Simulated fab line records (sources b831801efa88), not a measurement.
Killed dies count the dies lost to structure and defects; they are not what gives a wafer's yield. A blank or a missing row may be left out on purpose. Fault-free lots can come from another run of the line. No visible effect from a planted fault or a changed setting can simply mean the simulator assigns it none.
Matching of chambers    flow gf180mcu    4 sister chambers for GF_CONTACT_CMP_27 on cmp-01
The step polishes, stops on SiO2, t overpolish 15 s, target thk 0 nm. 20 wafers are shown with their chamber, then 10 later ones without.

== WAFERS PAIRED WITH THEIR CHAMBERS ==
wafer   chamber  motor current A (A)  time to endpoint s (s)  overpolish run s (s)
L538.3  3        12.7                 71                      15.007
L538.5  0        12.5                 68                      15.012
L538.6  1        9.4                  76                      14.994
L539.1  3        12.2                 71                      15.007
L539.2  2        11.2                 68                      15.007
L539.5  3        11.8                 71                      14.996
L542.2  2        11.5                 66                      14.993
L542.3  1        8.6                  71                      15.015
L542.4  0        12.3                 65                      14.990
L543.2  1        8.7                  78                      15.006
L543.3  0        12.1                 70                      15.010
L543.5  3        12.1                 70                      14.995
L552.2  0        12.2                 65                      15.019
L552.4  2        11.2                 67                      15.002
L552.5  0        12.2                 64                      15.005
L553.1  2        11.5                 62                      14.994
L553.2  1        8.6                  69                      15.000
L553.5  2        11.1                 65                      15.000
L554.1  3        12.1                 71                      15.024
L554.2  0        12.8                 64                      15.021

SIGNATURES, as means of the wafers listed above
reading             chamber 0  chamber 1  chamber 2  chamber 3  scatter within a chamber
motor current A     12.350     8.825      11.300     12.180     0.291
time to endpoint s  66.00      73.50      65.60      70.80      2.56
overpolish run s    15.00950   15.00375   14.99920   15.00580   0.00985
Rule: for each reading, subtract the chamber's mean from the wafer's reading, divide by that reading's scatter and square the result; add these up over the readings and take the root, which gives the wafer's distance from the chamber. The wafer belongs to the nearest chamber; if the next one is less than 2 further off, it can't be placed. How the scatter is found: for the shown wafers, subtract from each reading the mean of its chamber, square and add these, divide the total by (wafers less chambers), then take the root.

== WAFERS WHOSE CHAMBER IS MISSING ==
wafer   motor current A (A)  time to endpoint s (s)  overpolish run s (s)
L554.3  10.7                 69                      15.002
L556.3  11.5                 70                      14.988
L556.4  12.1                 65                      14.992
L556.5  13.0                 70                      14.990
L558.1  11.5                 67                      15.024
L558.3  12.6                 67                      15.000
L558.5  8.4                  73                      14.991
L560.3  10.8                 70                      15.004
L560.4  11.4                 69                      14.990
L560.6  11.2                 70                      15.010

== EACH ONE'S CHAMBER ==
wafer   from the rows above           in truth
L554.3  2                             2
L556.3  can't be placed: 2 or 3 or 0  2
L556.4  can't be placed: 0 or 3 or 2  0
L556.5  can't be placed: 3 or 0       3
L558.1  can't be placed: 2 or 0 or 3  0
L558.3  can't be placed: 0 or 3       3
L558.5  1                             1
L560.3  2                             2
L560.4  can't be placed: 2 or 3       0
L560.6  can't be placed: 2 or 3       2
Placed correctly: 3 of 10. From these rows, 7 cannot be placed; in 6 the true chamber is one of the candidates. Number placed wrongly: 0.
